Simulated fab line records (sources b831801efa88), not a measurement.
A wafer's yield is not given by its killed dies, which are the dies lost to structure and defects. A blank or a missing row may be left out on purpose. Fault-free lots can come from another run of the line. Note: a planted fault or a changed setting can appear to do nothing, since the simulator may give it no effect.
fab line records	flow sky130
record: lots: 6	wafers: 18	lastDay: 49
route steps=708 shown CONTACT@425 METAL1@434 PAD_OPEN@708
lots untouched by any fault: they come from a run of this same line in which no faults occurred
startH: the number of hours between the record's first day and the start of the first shown wafer of the lot	waitH: time in hours since the lot's previous step	" repeats the value in the row above	L1.1+2: a row that stands for several wafers	- value missing, or start not given	* or withheld: withheld	< > ~ a bound
route shown NAME@n: names a module that has steps shown in the file, with the first one's number in the route	usual: mean/standard deviation of fault-free wafers	same: alike in all rows	chamber/n: place in a boat	sites: the reading at each site	_std_site: their standard deviation	_edge_site: the outer-site mean with the inner-site mean subtracted	radiusMm: how far each site lies from the wafer's centre	mask NAME#n: copy n	behind: the most recent tool/chamber to have shaped the wafer	hold: why the lot was held/for how many hours/how that ended	device: names the non-switching transistor (n, p or np)	end of line: tests run on the same wafers once the route is complete	a step with no rows: only its recipe	killed: not the wafer's yield, but the dies lost to structure and defects at the first sort	map: a wafer's dies, marking killed ones x, the rest . and places with no die _
set.NAME: the run value of the setting; set.NAME@STEP: its run value at that earlier step	model.NAME: the simulator's own value behind a step, which no gauge read
lots at some steps of the route; a table a step, a row a wafer
services: a tool's chamber out of use, with start hour (startH, from the record's first day; less than 0 if before it), hours out, and reason
== steps ==
step: SKY_CONTACT_STRIP_19
recipe: chemistry: O2/N2	powerW: 1400	pressureMtorr: 1500	platenTempC: withheld	o2FlowSccm: 3000	n2FlowSccm: 300	overashFraction: 0.5
usual: drypumpMotorCurrentA: 5.8/0.39	oesProductAu: 0.380/0.0045	stripTimeToEndpointS: 3.604/0.02
lot.wafer	tool	chamber	startH	waitH	drypumpMotorCurrentA	oesProductAu	rfHoursCounterH	stripTimeToEndpointS
L296.1	plasmaAsher-02	0	796.86	-	5.2	0.380	6	3.619
L296.2	"	1	"	"	6.1	0.382	6	3.603
L296.3	"	1	"	"	6.1	0.375	-	3.590
L297.3	plasmaAsher-02	0	810.79	-	5.2	0.369	-	3.572
L297.5	"	1	"	"	6.1	0.374	-	3.570
L297.6	"	0	"	"	5.3	0.387	-	3.543
L299.2	plasmaAsher-03	0	820.11	-	5.7	0.381	92	3.607
L299.3	"	1	"	"	5.7	0.374	-	3.614
L299.5	"	0	"	"	5.7	0.385	-	3.594
L302.1	plasmaAsher-02	1	850.81	-	6.1	0.378	13	3.608
L302.3	"	0	"	"	5.2	0.373	-	3.601
L302.5	"	1	"	"	6.1	0.383	-	3.594
L307.1	plasmaAsher-03	1	879.30	-	5.7	0.373	98	3.584
L307.3	"	1	"	"	5.6	0.377	-	3.583
L307.5	"	1	"	"	5.7	0.376	-	3.602
L308.2	plasmaAsher-02	0	886.56	-	5.2	0.385	16	3.571
L308.3	"	1	"	"	6.1	0.376	-	3.608
L308.5	"	0	"	"	5.2	0.389	-	3.570
step: SKY_CONTACT_STRIP_20
recipe: chemistry: postEtchResidueRemover	timeS: 1200	tempC: 72.5
step: SKY_CONTACT_CLEAN_21
recipe: chemistry: IPA	timeS: 180	tempC: 25
step: SKY_CONTACT_CLEAN_22
recipe: chemistry: O3/DIW	dry: n2Spin
step: SKY_CONTACT_SPUTTER_23
recipe: material: TiN	targetThkNm: 20	chamberPressurePa: 5	powerW: 4000	timeS: 80
usual: cathodeDcPowerW: 4000.0/0.71	throttleValvePct: 30.3/0.98
lot.wafer	tool	chamber	startH	waitH	cathodeDcPowerW	throttleValvePct
L296.1	pvdSputter-01	-	797.45	0.0	3999.1	30.1
L296.2	"	-	"	"	3999.8	31.3
L296.3	"	-	"	"	4000.1	29.5
L297.3	pvdSputter-04	-	811.36	0.0	4000.5	29.0
L297.5	"	-	"	"	4000.5	30.8
L297.6	"	-	"	"	4000.6	28.8
L299.2	pvdSputter-03	-	820.70	0.0	4000.0	30.3
L299.3	"	-	"	"	3999.8	30.8
L299.5	"	-	"	"	4000.0	29.2
L302.1	pvdSputter-04	-	851.40	0.0	3998.8	28.9
L302.3	"	-	"	"	4000.2	30.9
L302.5	"	-	"	"	3999.4	31.0
L307.1	pvdSputter-01	-	879.97	0.0	4000.3	29.4
L307.3	"	-	"	"	3999.2	29.0
L307.5	"	-	"	"	3999.9	29.1
L308.2	pvdSputter-03	-	887.19	0.0	4000.6	29.1
L308.3	"	-	"	"	3999.9	30.8
L308.5	"	-	"	"	4000.1	30.8
step: SKY_CONTACT_CVD_24
recipe: material: W	targetThkNm: 340	timeS: 102.12	tempC: 400	pressureTorr: 40
step: SKY_CONTACT_RS_MEAS_25
recipe: thkMeasGauge: four-point-probe	reads: W_of_CONTACT_CVD_24+TiN_of_CONTACT_SPUTTER_23
usual: CONTACT_W_RS: 0.339/0.0035
lot.wafer	tool	chamber	startH	waitH	CONTACT_W_RS[ohm/sq]
L296.1	filmMetro-02	-	797.63	0.1	0.335
L296.2	"	-	"	"	0.331
L296.3	"	-	"	"	0.335
L297.3	filmMetro-02	-	811.57	0.1	0.340
L297.5	"	-	"	"	0.343
L297.6	"	-	"	"	0.339
L299.2	filmMetro-01	-	820.90	0.1	0.334
L299.3	"	-	"	"	0.334
L299.5	"	-	"	"	0.336
L302.1	filmMetro-03	-	851.57	0.1	0.341
L302.3	"	-	"	"	0.341
L302.5	"	-	"	"	0.343
L307.1	filmMetro-02	-	880.14	0.1	0.341
L307.3	"	-	"	"	0.337
L307.5	"	-	"	"	0.334
L308.2	filmMetro-02	-	887.38	0.1	0.338
L308.3	"	-	"	"	0.343
L308.5	"	-	"	"	0.341
step: SKY_CONTACT_THK_MEAS_26
recipe: thkMeasGauge: xrf	reads: W_of_CONTACT_CVD_24
usual: CONTACT_W_THK: 329/5.1
lot.wafer	tool	chamber	startH	waitH	CONTACT_W_THK[nm]
L296.1	filmMetro-02	-	797.75	0.1	331
L296.2	"	-	"	"	333
L296.3	"	-	"	"	330
L297.3	filmMetro-02	-	811.67	0.1	325
L297.5	"	-	"	"	319
L297.6	"	-	"	"	325
L299.2	filmMetro-01	-	821.01	0.1	334
L299.3	"	-	"	"	332
L299.5	"	-	"	"	332
L302.1	filmMetro-03	-	851.69	0.1	333
L302.3	"	-	"	"	333
L302.5	"	-	"	"	331
L307.1	filmMetro-02	-	880.26	0.1	321
L307.3	"	-	"	"	327
L307.5	"	-	"	"	329
L308.2	filmMetro-02	-	887.49	0.1	325
L308.3	"	-	"	"	321
L308.5	"	-	"	"	322
step: SKY_CONTACT_CMP_27
recipe: stopOn: SiO2	tOverpolishS: 15	downForcePsi: 3.5	platenRpm: 60	targetThkNm: 0	padVelocityMS: 0.94248
step: SKY_METAL1_SPUTTER_00
recipe: material: Ti	targetThkNm: 15	powerW: 3000	timeS: 10	chamberPressurePa: 0.4
usual: cathodeDcPowerW: 3000.1/0.57	throttleValvePct: 30.1/0.86
lot.wafer	tool	chamber	startH	waitH	cathodeDcPowerW	throttleValvePct
L296.1	pvdSputter-04	-	798.11	0.1	3000.5	30.8
L296.2	"	-	"	"	3000.3	30.7
L296.3	"	-	"	"	2999.8	30.7
L297.3	pvdSputter-01	-	812.01	0.1	2999.8	30.2
L297.5	"	-	"	"	3000.5	31.4
L297.6	"	-	"	"	2999.2	28.9
L299.2	pvdSputter-01	-	821.36	0.2	3000.5	29.1
L299.3	"	-	"	"	3000.5	29.2
L299.5	"	-	"	"	3000.5	30.4
L302.1	pvdSputter-01	-	852.05	0.1	3000.5	29.1
L302.3	"	-	"	"	3000.5	31.2
L302.5	"	-	"	"	3000.1	28.9
L307.1	pvdSputter-02	-	880.62	0.1	2999.9	30.8
L307.3	"	-	"	"	3000.7	29.4
L307.5	"	-	"	"	3000.0	30.7
L308.2	pvdSputter-04	-	887.84	0.1	3000.3	29.0
L308.3	"	-	"	"	2999.5	30.7
L308.5	"	-	"	"	3000.8	29.0
step: SKY_METAL1_SPUTTER_01
recipe: material: TiN	targetThkNm: 20	powerW: 6500	timeS: 16.7	chamberPressurePa: 0.4
usual: cathodeDcPowerW: 6500.0/1.1	throttleValvePct: 30.1/0.85
lot.wafer	tool	chamber	startH	waitH	cathodeDcPowerW	throttleValvePct
L296.1	pvdSputter-04	-	798.13	0.0	6500.0	30.9
L296.2	"	-	"	"	6502.6	30.7
L296.3	"	-	"	"	6498.9	30.6
L297.3	pvdSputter-01	-	812.03	0.0	6500.3	30.5
L297.5	"	-	"	"	6500.1	31.3
L297.6	"	-	"	"	6499.8	28.9
L299.2	pvdSputter-01	-	821.38	0.0	6502.3	29.1
L299.3	"	-	"	"	6502.0	29.4
L299.5	"	-	"	"	6498.6	30.4
L302.1	pvdSputter-01	-	852.07	0.0	6500.4	29.0
L302.3	"	-	"	"	6499.9	31.3
L302.5	"	-	"	"	6499.0	29.0
L307.1	pvdSputter-02	-	880.64	0.0	6499.8	30.5
L307.3	"	-	"	"	6501.0	29.3
L307.5	"	-	"	"	6501.0	30.8
L308.2	pvdSputter-04	-	887.86	0.0	6502.5	29.1
L308.3	"	-	"	"	6501.0	30.7
L308.5	"	-	"	"	6500.1	28.9
step: SKY_METAL1_SPUTTER_02
recipe: material: AlCu	targetThkNm: 250	powerW: 10600	timeS: 13.3	chamberPressurePa: 0.4
step: SKY_METAL1_SPUTTER_03
recipe: material: Ti	targetThkNm: 5	powerW: 3000	timeS: 3.3	chamberPressurePa: 0.4
usual: cathodeDcPowerW: 3000.1/0.52	throttleValvePct: 30.1/0.88
lot.wafer	tool	chamber	startH	waitH	cathodeDcPowerW	throttleValvePct	model.Ti_of_METAL1_SPUTTER_03.thkNm
L296.1	pvdSputter-04	-	798.18	0.0	3001.4	30.8	5.063
L296.2	"	-	"	"	3001.0	30.7	4.974
L296.3	"	-	"	"	3000.3	30.9	5.001
L297.3	pvdSputter-01	-	812.08	0.0	3000.2	30.5	5.064
L297.5	"	-	"	"	3000.2	31.2	5.043
L297.6	"	-	"	"	3000.2	29.0	4.988
L299.2	pvdSputter-01	-	821.43	0.0	3000.4	28.7	3.885
L299.3	"	-	"	"	3000.0	29.4	4.99
L299.5	"	-	"	"	3000.4	30.4	5.12
L302.1	pvdSputter-01	-	852.12	0.0	2999.4	29.2	4.001
L302.3	"	-	"	"	3000.0	31.2	5.253
L302.5	"	-	"	"	2999.9	29.0	4.121
L307.1	pvdSputter-02	-	880.69	0.0	2999.6	30.9	4.906
L307.3	"	-	"	"	2999.6	29.6	5.029
L307.5	"	-	"	"	3000.1	30.7	4.926
L308.2	pvdSputter-04	-	887.91	0.0	3000.4	28.7	4.978
L308.3	"	-	"	"	2999.9	30.7	4.957
L308.5	"	-	"	"	3000.5	29.1	4.898
step: SKY_METAL1_SPUTTER_04
recipe: material: TiN	targetThkNm: 70	powerW: 6500	timeS: 58.3	chamberPressurePa: 0.4
usual: cathodeDcPowerW: 6500.0/1.2	throttleValvePct: 30.1/0.86
lot.wafer	tool	chamber	startH	waitH	cathodeDcPowerW	throttleValvePct
L296.1	pvdSputter-04	-	798.20	0.0	6500.3	30.7
L296.2	"	-	"	"	6500.8	30.8
L296.3	"	-	"	"	6499.1	30.9
L297.3	pvdSputter-01	-	812.10	0.0	6501.2	30.3
L297.5	"	-	"	"	6499.4	31.3
L297.6	"	-	"	"	6501.1	28.9
L299.2	pvdSputter-01	-	821.45	0.0	6500.8	28.9
L299.3	"	-	"	"	6497.5	29.4
L299.5	"	-	"	"	6499.3	30.3
L302.1	pvdSputter-01	-	852.14	0.0	6501.1	29.0
L302.3	"	-	"	"	6498.1	31.2
L302.5	"	-	"	"	6498.1	28.6
L307.1	pvdSputter-02	-	880.71	0.0	6501.0	30.9
L307.3	"	-	"	"	6502.6	29.2
L307.5	"	-	"	"	6499.9	30.7
L308.2	pvdSputter-04	-	887.93	0.0	6499.4	29.1
L308.3	"	-	"	"	6500.1	31.1
L308.5	"	-	"	"	6497.7	29.0
step: SKY_PAD_OPEN_PROBE_99
usual: defectLimitedYield: 82.6/2.1	killed_at_M0_to_M3: 44/7.5	killed_at_M4_up: 3.1/1.7	killedAtContacts: 24/6.2	killedAtFrontEnd: 15/4.2	killedAtOther: 0.4/0.58	killedDies: 85/10	killedOpen: 47/7.7	killedShort: 38/6.4	sort_bin_3_pad_short: 0.8/0.41	sort_bin_5_function: 10.3/1.7	sort_bin_6_memory: 6.2/1.1	sortNPass: 407/10	sortYieldPct: 82.6/2.1
same: grossDies: 492	killedAtBackSide: 0	sort_bin_4_leakage[%]: 0	sort_bin_8_speed[%]: 0
lot.wafer	tool	chamber	startH	waitH	defectLimitedYield[%]	killed_at_M0_to_M3	killed_at_M4_up	killedAtContacts	killedAtFrontEnd	killedAtOther	killedDies	killedOpen	killedShort	sort_bin_3_pad_short[%]	sort_bin_5_function[%]	sort_bin_6_memory[%]	sortNPass	sortYieldPct[%]
L299.2	prober-01	-	1137.88	0.1	81.1	41	2	36	13	1	93	56	37	0.6	11.2	7.1	399	81.1
L299.3	prober-01	-	1137.93	0.2	76.8	46	4	39	25	0	114	60	54	1.0	13.6	8.5	378	76.8
L299.5	prober-01	-	1138.03	0.2	81.3	32	5	38	16	1	92	50	42	0.8	11.0	6.9	400	81.3
killed by level:class
L299.2 CONTACT:geometricParticle:open=14 VIA1:geometricParticle:open=10 LI_CONTACT:geometricParticle:open=10 VIA1:geometricParticle:short=7 VIA3:geometricParticle:open=6 LI_CONTACT:geometricParticle:short=5 METAL2:geometricParticle:short=4 POLY_GATE:geometricParticle:open=4
L299.3 CONTACT:geometricParticle:open=11 FIELD_ISO:geometricParticle:short=10 LI_CONTACT:geometricParticle:open=10 CONTACT:geometricParticle:short=9 METAL1:geometricParticle:short=8 VIA3:geometricParticle:open=8 VIA1:geometricParticle:open=7 VIA2:geometricParticle:open=7
L299.5 LI_CONTACT:geometricParticle:open=11 CONTACT:geometricParticle:open=10 VIA1:geometricParticle:open=8 CONTACT:geometricParticle:short=5 METAL4:geometricParticle:short=5 FIELD_ISO:geometricParticle:open=4 POLY_GATE:geometricParticle:open=4 LI_CONTACT:geometricParticle:short=4
== services ==
tool	chamber	startH	hours	kind
plasmaAsher-03	-	781.30	2.8	pm
plasmaAsher-03	-	789.63	17.3	repair
plasmaAsher-03	-	817.75	1.3	repair
pvdSputter-01	-	838.35	1.6	repair
== key ==
firstSign none at tools or gauges
modelEffect: step: SKY_METAL1_SPUTTER_03	value: Ti_of_METAL1_SPUTTER_03.thkNm	without: 5.094	struck: 4.002
metAt SKY_METAL1_SPUTTER_03
struckWafers L299.2,L302.1,L302.5
onsetBetween 812.08 821.43
fault: kind: processParameterDrift	tool: pvdSputter-01	chamber: -	onsetH: 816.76	steps: SKY_METAL1_SPUTTER_03	channel: timeS	offset: *	shape: step	endH: 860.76	actsIn: *	stated: *	scope: struckWafersOnly
